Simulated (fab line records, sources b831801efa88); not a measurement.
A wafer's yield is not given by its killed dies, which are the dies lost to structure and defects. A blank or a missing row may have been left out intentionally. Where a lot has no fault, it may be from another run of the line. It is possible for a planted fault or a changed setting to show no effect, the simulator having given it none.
Which tool is to blame? || flow sky130 || 13 lots, 39 wafers sampled, at 6 steps of a route of 708

## WHAT THE GAUGES READ, wafer by wafer
SKY_SONOS_ONO_OVL_MEAS_14.
{"lot": "L304", "measured": "day 12 08:14", "on": "overlay-02", "SONOS_ONO_OVL (nm)": "-0.6 0.9 -0.2"}
{"lot": "L305", "measured": "day 13 00:00", "on": "overlay-02", "SONOS_ONO_OVL (nm)": "1.4 -0.6 1.6"}
{"lot": "L309", "measured": "day 14 06:39", "on": "overlay-01", "SONOS_ONO_OVL (nm)": "0.3 -0.6 0.0"}
{"lot": "L310", "measured": "day 14 23:09", "on": "overlay-02", "SONOS_ONO_OVL (nm)": "-2.4 1.0 -0.4"}
{"lot": "L311", "measured": "day 14 23:28", "on": "overlay-01", "SONOS_ONO_OVL (nm)": "-1.3 -1.6 -0.9"}
{"lot": "L312", "measured": "day 15 07:19", "on": "overlay-01", "SONOS_ONO_OVL (nm)": "1.6 0.7 1.1"}
{"lot": "L315", "measured": "day 16 14:14", "on": "overlay-02", "SONOS_ONO_OVL (nm)": "0.1 -1.7 -0.8"}
{"lot": "L317", "measured": "day 17 04:13", "on": "overlay-02", "SONOS_ONO_OVL (nm)": "3.6 2.2 1.9"}
{"lot": "L318", "measured": "day 17 04:26", "on": "overlay-01", "SONOS_ONO_OVL (nm)": "-0.8 0.1 0.8"}
{"lot": "L322", "measured": "day 19 03:50", "on": "overlay-02", "SONOS_ONO_OVL (nm)": "5.0 3.0 4.0"}
{"lot": "L325", "measured": "day 19 22:41", "on": "overlay-02", "SONOS_ONO_OVL (nm)": "0.1 -0.5 0.1"}
{"lot": "L327", "measured": "day 21 07:11", "on": "overlay-01", "SONOS_ONO_OVL (nm)": "0.0 1.8 -2.1"}
{"lot": "L326", "measured": "day 21 11:50", "on": "overlay-02", "SONOS_ONO_OVL (nm)": "2.1 3.5 1.8"}

SKY_LDD_HVP_OVL_MEAS_07.
{"lot": "L304", "measured": "day 21 03:07", "on": "overlay-01", "LDD_HVP_OVL (nm)": "0.1 -1.2 -1.9"}
{"lot": "L305", "measured": "day 21 23:32", "on": "overlay-01", "LDD_HVP_OVL (nm)": "-2.5 -2.6 -3.8"}
{"lot": "L309", "measured": "day 23 16:44", "on": "overlay-02", "LDD_HVP_OVL (nm)": "-1.4 -2.6 -1.6"}
{"lot": "L310", "measured": "day 24 06:23", "on": "overlay-01", "LDD_HVP_OVL (nm)": "0.8 3.7 2.7"}
{"lot": "L311", "measured": "day 24 07:23", "on": "overlay-02", "LDD_HVP_OVL (nm)": "-1.9 -3.5 -1.1"}
{"lot": "L312", "measured": "day 24 14:53", "on": "overlay-02", "LDD_HVP_OVL (nm)": "-0.8 2.4 0.6"}
{"lot": "L315", "measured": "day 26 02:17", "on": "overlay-02", "LDD_HVP_OVL (nm)": "-1.9 -0.7 -0.1"}
{"lot": "L317", "measured": "day 26 11:28", "on": "overlay-01", "LDD_HVP_OVL (nm)": "0.2 -0.5 0.8"}
{"lot": "L318", "measured": "day 26 12:49", "on": "overlay-01", "LDD_HVP_OVL (nm)": "-0.7 -1.1 0.8"}
{"lot": "L322", "measured": "day 28 08:13", "on": "overlay-02", "LDD_HVP_OVL (nm)": "0.5 0.0 -0.4"}
{"lot": "L325", "measured": "day 29 01:26", "on": "overlay-01", "LDD_HVP_OVL (nm)": "-4.5 -2.9 -3.1"}
{"lot": "L327", "measured": "day 30 06:34", "on": "overlay-02", "LDD_HVP_OVL (nm)": "-0.7 0.9 -1.7"}
{"lot": "L326", "measured": "day 31 13:01", "on": "overlay-02", "LDD_HVP_OVL (nm)": "0.1 -1.0 1.0"}

SKY_SD_P_CD_MEAS_07: the cd target is 380 nm.
{"lot": "L304", "measured": "day 25 02:09", "on": "cdSem-02", "cdNm (nm)": "381 382 382"}
{"lot": "L305", "measured": "day 25 20:47", "on": "cdSem-02", "cdNm (nm)": "383 383 380"}
{"lot": "L309", "measured": "day 27 23:58", "on": "cdSem-02", "cdNm (nm)": "382 380 382"}
{"lot": "L310", "measured": "day 28 01:05", "on": "cdSem-01", "cdNm (nm)": "383 384 382"}
{"lot": "L311", "measured": "day 28 01:42", "on": "cdSem-02", "cdNm (nm)": "375 376 376"}
{"lot": "L312", "measured": "day 28 08:54", "on": "cdSem-01", "cdNm (nm)": "376 378 379"}
{"lot": "L315", "measured": "day 29 20:56", "on": "cdSem-01", "cdNm (nm)": "- - -"}
{"lot": "L317", "measured": "day 30 04:23", "on": "cdSem-01", "cdNm (nm)": "381 378 378"}
{"lot": "L318", "measured": "day 30 06:15", "on": "cdSem-01", "cdNm (nm)": "377 376 377"}
{"lot": "L322", "measured": "day 31 23:12", "on": "cdSem-01", "cdNm (nm)": "380 379 382"}
{"lot": "L325", "measured": "day 32 14:59", "on": "cdSem-01", "cdNm (nm)": "379 380 381"}
{"lot": "L327", "measured": "day 33 19:47", "on": "cdSem-01", "cdNm (nm)": "381 379 380"}
{"lot": "L326", "measured": "day 35 00:19", "on": "cdSem-01", "cdNm (nm)": "383 384 381"}

SKY_SD_P_TW_MEAS_11.
{"lot": "L304", "measured": "day 25 02:32", "on": "filmMetro-04", "SD_P_TW": "2838 2841 2845"}
{"lot": "L305", "measured": "day 25 21:10", "on": "filmMetro-01", "SD_P_TW": "2809 2831 2837"}
{"lot": "L309", "measured": "day 28 00:22", "on": "filmMetro-04", "SD_P_TW": "2839 2827 2824"}
{"lot": "L310", "measured": "day 28 01:29", "on": "filmMetro-01", "SD_P_TW": "2839 2835 2846"}
{"lot": "L311", "measured": "day 28 02:05", "on": "filmMetro-01", "SD_P_TW": "2830 2842 2833"}
{"lot": "L312", "measured": "day 28 09:17", "on": "filmMetro-04", "SD_P_TW": "2836 2847 2846"}
{"lot": "L315", "measured": "day 29 21:20", "on": "filmMetro-02", "SD_P_TW": "30 30 30"}
{"lot": "L317", "measured": "day 30 04:47", "on": "filmMetro-01", "SD_P_TW": "2850 2843 2840"}
{"lot": "L318", "measured": "day 30 06:38", "on": "filmMetro-02", "SD_P_TW": "2841 2834 2848"}
{"lot": "L322", "measured": "day 31 23:36", "on": "filmMetro-01", "SD_P_TW": "2846 2824 2837"}
{"lot": "L325", "measured": "day 32 15:23", "on": "filmMetro-01", "SD_P_TW": "2829 2845 2821"}
{"lot": "L327", "measured": "day 33 20:11", "on": "filmMetro-01", "SD_P_TW": "2854 2841 2841"}
{"lot": "L326", "measured": "day 35 00:43", "on": "filmMetro-04", "SD_P_TW": "2802 2815 2808"}

## WHAT TOOL EACH LOT RAN ON (gives the tool, then ch and the chambers of the sampled wafers, and finally the start)
{"lot": "L304", "SKY_POLY_CUT_STRIP_12": "plasmaAsher-01 ch 0,1, day 23 20:37", "SKY_SD_P_EXPOSE_04": "ilineStepper-01 ch 0, day 24 11:48"}
{"lot": "L305", "SKY_POLY_CUT_STRIP_12": "plasmaAsher-03 ch 0,1, day 24 16:42", "SKY_SD_P_EXPOSE_04": "ilineStepper-01 ch 0, day 25 07:29"}
{"lot": "L309", "SKY_POLY_CUT_STRIP_12": "plasmaAsher-03 ch 0,1, day 26 19:43", "SKY_SD_P_EXPOSE_04": "ilineStepper-01 ch 0, day 27 09:29"}
{"lot": "L310", "SKY_POLY_CUT_STRIP_12": "plasmaAsher-01 ch 0,1, day 26 20:31", "SKY_SD_P_EXPOSE_04": "ilineStepper-01 ch 0, day 27 10:50"}
{"lot": "L311", "SKY_POLY_CUT_STRIP_12": "plasmaAsher-04 ch 0,1, day 26 20:54", "SKY_SD_P_EXPOSE_04": "ilineStepper-02 ch 0, day 27 11:32"}
{"lot": "L312", "SKY_POLY_CUT_STRIP_12": "plasmaAsher-01 ch 0,1, day 27 04:09", "SKY_SD_P_EXPOSE_04": "ilineStepper-01 ch 0, day 27 19:08"}
{"lot": "L315", "SKY_POLY_CUT_STRIP_12": "plasmaAsher-03 ch 0,1, day 28 16:25", "SKY_SD_P_EXPOSE_04": "ilineStepper-01 ch 0, day 29 06:55"}
{"lot": "L317", "SKY_POLY_CUT_STRIP_12": "plasmaAsher-03 ch 1, day 29 00:10", "SKY_SD_P_EXPOSE_04": "ilineStepper-01 ch 0, day 29 14:31"}
{"lot": "L318", "SKY_POLY_CUT_STRIP_12": "plasmaAsher-04 ch 0,1, day 29 02:28", "SKY_SD_P_EXPOSE_04": "ilineStepper-01 ch 0, day 29 15:51"}
{"lot": "L322", "SKY_POLY_CUT_STRIP_12": "plasmaAsher-03 ch 0,1, day 30 20:03", "SKY_SD_P_EXPOSE_04": "ilineStepper-02 ch 0, day 31 10:09"}
{"lot": "L325", "SKY_POLY_CUT_STRIP_12": "plasmaAsher-01 ch 0,1, day 31 12:06", "SKY_SD_P_EXPOSE_04": "ilineStepper-02 ch 0, day 32 01:29"}
{"lot": "L327", "SKY_POLY_CUT_STRIP_12": "plasmaAsher-04 ch 0, day 32 17:07", "SKY_SD_P_EXPOSE_04": "ilineStepper-01 ch 0, day 33 06:10"}
{"lot": "L326", "SKY_POLY_CUT_STRIP_12": "plasmaAsher-01 ch 0,1, day 33 21:49", "SKY_SD_P_EXPOSE_04": "ilineStepper-01 ch 0, day 34 10:43"}
- SKY_POLY_CUT_STRIP_12: strips in O2/N2.
- SKY_SD_P_EXPOSE_04: exposes mask PSDM, target cd 380 nm.

## WHAT THE TOOLS THEMSELVES READ (means of the sampled wafers that have a number; where no wafer has one, the mark that the record gives instead)
SKY_POLY_CUT_STRIP_12.
{"lot": "L304", "tool": "plasmaAsher-01", "drypumpMotorCurrentA (A)": 5.8, "oesProductAu (a.u.)": 0.456, "stripTimeToEndpointS (s)": 5.361}
{"lot": "L305", "tool": "plasmaAsher-03", "drypumpMotorCurrentA (A)": 5.8, "oesProductAu (a.u.)": 0.453, "stripTimeToEndpointS (s)": 5.378}
{"lot": "L309", "tool": "plasmaAsher-03", "drypumpMotorCurrentA (A)": 6.1, "oesProductAu (a.u.)": 0.453, "stripTimeToEndpointS (s)": 5.357}
{"lot": "L310", "tool": "plasmaAsher-01", "drypumpMotorCurrentA (A)": 5.8, "oesProductAu (a.u.)": 0.457, "stripTimeToEndpointS (s)": 5.342}
{"lot": "L311", "tool": "plasmaAsher-04", "drypumpMotorCurrentA (A)": 5.3, "oesProductAu (a.u.)": 0.452, "stripTimeToEndpointS (s)": 5.365}
{"lot": "L312", "tool": "plasmaAsher-01", "drypumpMotorCurrentA (A)": 6.1, "oesProductAu (a.u.)": 0.457, "stripTimeToEndpointS (s)": 5.353}
{"lot": "L315", "tool": "plasmaAsher-03", "drypumpMotorCurrentA (A)": 5.8, "oesProductAu (a.u.)": 0.453, "stripTimeToEndpointS (s)": 5.349}
{"lot": "L317", "tool": "plasmaAsher-03", "drypumpMotorCurrentA (A)": 6.4, "oesProductAu (a.u.)": 0.454, "stripTimeToEndpointS (s)": 5.322}
{"lot": "L318", "tool": "plasmaAsher-04", "drypumpMotorCurrentA (A)": 5.3, "oesProductAu (a.u.)": 0.445, "stripTimeToEndpointS (s)": 5.315}
{"lot": "L322", "tool": "plasmaAsher-03", "drypumpMotorCurrentA (A)": 6.1, "oesProductAu (a.u.)": 0.451, "stripTimeToEndpointS (s)": 5.368}
{"lot": "L325", "tool": "plasmaAsher-01", "drypumpMotorCurrentA (A)": 5.8, "oesProductAu (a.u.)": 0.449, "stripTimeToEndpointS (s)": 5.341}
{"lot": "L327", "tool": "plasmaAsher-04", "drypumpMotorCurrentA (A)": 5.1, "oesProductAu (a.u.)": 0.453, "stripTimeToEndpointS (s)": 5.345}
{"lot": "L326", "tool": "plasmaAsher-01", "drypumpMotorCurrentA (A)": 5.8, "oesProductAu (a.u.)": 0.455, "stripTimeToEndpointS (s)": 5.320}

## THE ANSWER, worked out from the rows above alone
Rule: the lots themselves supply what counts as usual. The widest of any qualifying gaps counts: lots, ordered by their means at a reading, are off when they make up no more than a third of the lots, leave a main group of 4 or more, and stand apart from it by 3 or more times the standard deviation of that group's means. A main group is skipped when, at the precision printed for the reading in the tables above, its means are all equal. Also off: a lot with no number at a reading for which 4 or more lots have one. Where the step has rows for the other lots, those lots are counted as sound. After the gauges, taken in route order, come the tools' own readings; for these a lot's mean is taken, as printed above. The first step at which some lot is off is used, and at that step the reading that is off furthest; a lot without a number counts as furthest.
Off: L315, at SKY_SD_P_CD_MEAS_07 (cdNm). Without a number there: L315. The main group has a mean of 380 nm with a standard deviation of 2.3.
A tool fits if, at a process step before that reading, it ran every lot that is off, and no sound lot after the first of them. Not tried: the gauges at SKY_SD_P_CD_MEAS_07; whatever is off there is also off at SKY_SD_P_TW_MEAS_11, on other tools, and gauge error can't account for it. No candidate that was tried fits.

## WHAT WAS PUT IN BY THE SIMULATOR
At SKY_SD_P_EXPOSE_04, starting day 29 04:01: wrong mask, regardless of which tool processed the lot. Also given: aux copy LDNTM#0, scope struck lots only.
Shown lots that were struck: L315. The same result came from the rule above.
